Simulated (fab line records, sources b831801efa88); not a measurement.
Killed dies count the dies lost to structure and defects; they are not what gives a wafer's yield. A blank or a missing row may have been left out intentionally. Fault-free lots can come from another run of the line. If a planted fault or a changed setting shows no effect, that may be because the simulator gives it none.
A single fault, viewed from 2 desks / flow sky130 / what lay behind the numbers comes last; until then each desk has only its own

== THE TOOL OWNER'S DESK: lpcvd-02 ==
The tool's own readings at SKY_SONOS_ONO_CVD_02 (deposits Si3N4 from DCS/NH3, target thk 10.5 nm, time 180 s): means of the sampled wafers that have a number, for each lot that ran on this tool. The brackets show how far a lot's mean lies from the usual mean; more than 4 standard deviations puts the lot out of limits, marked OUT.
Columns: A = spike-tc-lower-C at SKY_SONOS_ONO_CVD_02, usual 771.1 C; B = spike-tc-upper-C at SKY_SONOS_ONO_CVD_02, usual 770.4 C
lot=L122; first seen here=day 11 14:32; A=770.8; B=769.7
lot=L123; first seen here=day 11 23:32; A=771.2; B=770.5
lot=L124; first seen here=day 12 11:29; A=772.5; B=771.3
lot=L125; first seen here=day 12 17:47; A=770.4; B=770.3
lot=L127; first seen here=day 13 06:12; A=771.7; B=770.7
lot=L135; first seen here=day 16 01:37; A=770.8; B=770.1
lot=L136; first seen here=day 16 15:10; A=770.1; B=769.8
lot=L137; first seen here=day 16 17:35; A=770.5; B=770.8
lot=L138; first seen here=day 16 21:11; A=771.2; B=770.0
lot=L140; first seen here=day 17 22:02; A=772.5; B=770.3
lot=L141; first seen here=day 18 05:29; A=771.9; B=771.0
lot=L142; first seen here=day 18 14:47; A=770.1; B=770.6
lot=L144; first seen here=day 19 05:05; A=770.2; B=771.0
This desk found nothing out of limits on any of the 13 lots.

== METROLOGY DESK ==
What the gauges read, lot by lot, whatever tool the lot ran on: means of the sampled wafers that have a number. The brackets show how far a lot's mean lies from the usual mean; more than 4 standard deviations puts the lot out of limits, marked OUT.
Columns: A = CAP2M_TIN_THK at SKY_CAP2M_THK_MEAS_04, usual 200.6 nm
lot=L122; first seen here=day 39 18:33; A=201.7
lot=L123; first seen here=day 40 05:51; A=200.5
lot=L124; first seen here=day 40 17:02; A=202.7
lot=L125; first seen here=day 40 23:25; A=202.6
lot=L127; first seen here=day 41 09:38; A=201.5
lot=L135; first seen here=day 43 21:13; A=201.6
lot=L136; first seen here=day 44 07:16; A=201.7
lot=L137; first seen here=day 44 09:47; A=202.7
lot=L138; first seen here=day 44 13:07; A=202.8
lot=L140; first seen here=day 45 01:46; A=198.3
lot=L141; first seen here=day 45 10:56; A=203.0
lot=L142; first seen here=day 45 14:42; A=199.6
lot=L144; first seen here=day 46 01:45; A=201.2
This desk found nothing out of limits on any of the 13 lots.

== TAKEN TOGETHER ==
The tool owner's desk saw nothing out of limits.
Metrology desk: nothing out of limits seen.

== WHAT THE SIMULATOR PUT IN ==
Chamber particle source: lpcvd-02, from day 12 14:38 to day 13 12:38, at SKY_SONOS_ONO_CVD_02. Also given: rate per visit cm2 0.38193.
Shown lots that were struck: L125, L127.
